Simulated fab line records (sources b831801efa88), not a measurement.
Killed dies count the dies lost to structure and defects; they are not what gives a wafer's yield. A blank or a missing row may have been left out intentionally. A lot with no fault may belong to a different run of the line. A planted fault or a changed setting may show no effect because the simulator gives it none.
Which tool is to blame? + flow gf180mcu + 39 wafers from 13 lots sampled at 2 of the route's 602 steps

== WHAT THE GAUGES READ, wafer by wafer ==
GF_V5_THK_MEAS_03.
| lot  | measured     | on            | V5_CVD_02_THK (nm) |
|------|--------------|---------------|--------------------|
| L881 | day 26 06:47 | film_metro-01 | 1424 1422 1454     |
| L882 | day 27 01:50 | film_metro-02 | 1467 1439 1454     |
| L884 | day 27 04:50 | film_metro-01 | 1449 1437 1434     |
| L886 | day 28 00:23 | film_metro-02 | 1439 1464 1461     |
| L885 | day 28 00:51 | film_metro-03 | 1437 1452 1462     |
| L893 | day 30 00:59 | film_metro-02 | 1449 1445 1441     |
| L894 | day 30 11:33 | film_metro-01 | 1424 1447 1448     |
| L895 | day 30 19:27 | film_metro-01 | 1414 1423 1448     |
| L896 | day 30 22:52 | film_metro-03 | 1398 1409 1444     |
| L898 | day 31 12:53 | film_metro-01 | 1406 1418 1458     |
| L899 | day 31 15:02 | film_metro-02 | 1447 1463 1447     |
| L901 | day 32 12:03 | film_metro-03 | 1422 1440 1452     |
| L904 | day 32 21:45 | film_metro-03 | 1441 1433 1465     |

== EACH LOT AND THE TOOL THAT RAN IT (in order: tool; ch and the chambers of the sampled wafers; start) ==
| lot  | GF_V5_CVD_02                    |
|------|---------------------------------|
| L881 | pecvd-01 ch 1,2, day 26 06:41   |
| L882 | pecvd-03 ch 0,1,2, day 27 01:44 |
| L884 | pecvd-04 ch 0,1,2, day 27 04:45 |
| L886 | pecvd-01 ch 0,1,2, day 28 00:16 |
| L885 | pecvd-04 ch 0,2, day 28 00:43   |
| L893 | pecvd-04 ch 0,1,2, day 30 00:54 |
| L894 | pecvd-01 ch 0,1,2, day 30 11:26 |
| L895 | pecvd-01 ch 0,1, day 30 19:20   |
| L896 | pecvd-01 ch 0,1,2, day 30 22:46 |
| L898 | pecvd-01 ch 0,1,2, day 31 12:47 |
| L899 | pecvd-04 ch 1,2, day 31 14:55   |
| L901 | pecvd-03 ch 0,1,2, day 32 11:56 |
| L904 | pecvd-01 ch 0,1,2, day 32 21:38 |
- GF_V5_CVD_02: deposits SiO2 from TEOS, target thk 1450 nm, time 163.28 s.

== AS READ BY THE TOOLS THEMSELVES (means over the sampled wafers that have a number; for cases with no such wafer, the mark the record gives instead) ==
GF_V5_CVD_02.
| lot  | tool     | heater_power_w (W) |
|------|----------|--------------------|
| L881 | pecvd-01 | 634                |
| L882 | pecvd-03 | 678                |
| L884 | pecvd-04 | 709                |
| L886 | pecvd-01 | 614                |
| L885 | pecvd-04 | 712                |
| L893 | pecvd-04 | 623                |
| L894 | pecvd-01 | 557                |
| L895 | pecvd-01 | 634                |
| L896 | pecvd-01 | 584                |
| L898 | pecvd-01 | 537                |
| L899 | pecvd-04 | 660                |
| L901 | pecvd-03 | 725                |
| L904 | pecvd-01 | 567                |

== THE ANSWER, worked out from the rows above alone ==
Rule: the usual values come from the lots themselves. The widest of any qualifying gaps counts: lots, ordered by their means at a reading, are off when they make up no more than a third of the lots, leave a main group of 4 or more, and stand apart from it by 3 or more times the standard deviation of that group's means. The tables above print the reading to a certain number of digits; a main group whose means all agree to those digits is not used. Also off: a lot with no number at a reading for which 4 or more lots have one. Any other lot the step has rows for is counted as sound. After the gauges, taken in route order, come the tools' own readings; for these a lot's mean is taken, as printed above. The first step at which some lot is off is used, and at that step the reading that is off furthest; a lot without a number counts as furthest.
No lot is off at any reading shown: from this, nothing can be told.

== WHAT WAS PUT IN BY THE SIMULATOR ==
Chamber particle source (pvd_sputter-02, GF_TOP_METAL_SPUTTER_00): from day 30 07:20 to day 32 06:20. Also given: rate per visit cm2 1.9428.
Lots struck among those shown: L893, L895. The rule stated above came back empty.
